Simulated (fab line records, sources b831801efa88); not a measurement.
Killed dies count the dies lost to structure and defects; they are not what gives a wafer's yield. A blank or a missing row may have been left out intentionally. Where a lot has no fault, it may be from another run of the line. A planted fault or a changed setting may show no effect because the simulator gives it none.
A single fault, viewed from 2 desks / flow gf180mcu / each desk has only its own numbers; what lay behind them comes last

AT THE METROLOGY DESK
Means of the sampled wafers that have a number, per lot and without regard to the tool the lot ran on: this is what the gauges read. The brackets show how far a lot's mean lies from the usual mean; more than 4 standard deviations puts the lot out of limits, marked OUT.
Columns: A = MVSD_TW at GF_MVSD_TW_MEAS_11, usual 1568; B = MVSD_RS at GF_VT_IMPLANT_RS_MEAS_46, usual 456.0 ohm/sq
lot=L692; first seen here=day 4 16:48; A=1569; B=456.6
lot=L694; first seen here=day 5 07:10; A=1556; B=455.8
lot=L695; first seen here=day 5 12:58; A=1557; B=454.9
lot=L696; first seen here=day 5 19:07; A=1560; B=456.8
lot=L697; first seen here=day 5 22:41; A=1557; B=456.0
lot=L699; first seen here=day 6 12:52; A=1577; B=455.8
lot=L700; first seen here=day 6 18:10; A=1582; B=458.0
lot=L701; first seen here=day 7 01:08; A=1573; B=456.5
lot=L708; first seen here=day 8 16:09; A=1482 (-9.2) OUT; B=507.5 (+47) OUT
lot=L711; first seen here=day 9 10:37; A=1486 (-8.9) OUT; B=505.5 (+45) OUT
lot=L712; first seen here=day 9 17:34; A=1567; B=456.1
lot=L714; first seen here=day 10 06:46; A=1571; B=456.0
lot=L715; first seen here=day 10 11:26; A=1565; B=455.5
This desk finds L708, L711 out of limits, with the earliest case on L708 at day 8 16:09 (MVSD_TW at GF_MVSD_TW_MEAS_11). Within limits: L692, L694, L695, L696, L697, L699, L700, L701, L712, L714, L715.

FOR THE TOOL OWNER'S DESK: implanter-02
GF_MVSD_IMPLANT_08, tool's own readings: per-lot mean of the sampled wafers with a number, covering each lot this tool ran. The brackets show how far a lot's mean lies from the usual mean; more than 4 standard deviations puts the lot out of limits, marked OUT.
Columns: A = beam energy keV at GF_MVSD_IMPLANT_08, usual 403.71; B = dose ions cm2 at GF_MVSD_IMPLANT_08, usual 1.6002e+13; C = faraday current uA at GF_MVSD_IMPLANT_08, usual 90.4
lot=L692; first seen here=day 4 16:25; A=403.65; B=1.5986e+13; C=91.6
lot=L694; first seen here=day 5 06:46; A=403.73; B=1.6007e+13; C=90.1
lot=L700; first seen here=day 6 17:47; A=403.70; B=1.6028e+13; C=89.0
lot=L701; first seen here=day 7 00:44; A=403.49; B=1.6034e+13; C=90.5
lot=L708; first seen here=day 8 15:47; A=403.71; B=1.3040e+13 (-99 or more) OUT; C=74.0 (-8.6) OUT
lot=L711; first seen here=day 9 10:13; A=403.84; B=1.3009e+13 (-99 or more) OUT; C=72.8 (-9.2) OUT
This desk's verdict: out of limits on L708, L711, starting with L708 at day 8 15:47 (dose ions cm2 at GF_MVSD_IMPLANT_08). Within limits: L692, L694, L700, L701.

BROUGHT TOGETHER
An alarm could have come from the tool owner's desk at day 8 15:47, on L708, L711.
On L708, L711, the metrology desk was in a position to raise an alarm at day 8 16:09.
All the named lots went through GF_MVSD_IMPLANT_08 on implanter-02.

WHAT THE SIMULATOR HAD INSERTED
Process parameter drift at GF_MVSD_IMPLANT_08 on implanter-02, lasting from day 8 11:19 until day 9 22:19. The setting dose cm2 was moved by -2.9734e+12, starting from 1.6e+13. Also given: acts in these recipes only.
Shown lots that were struck: L708, L711.
Fault start to first reading out of limits, in hours, per desk: tool owner, 4; metrology, 5.
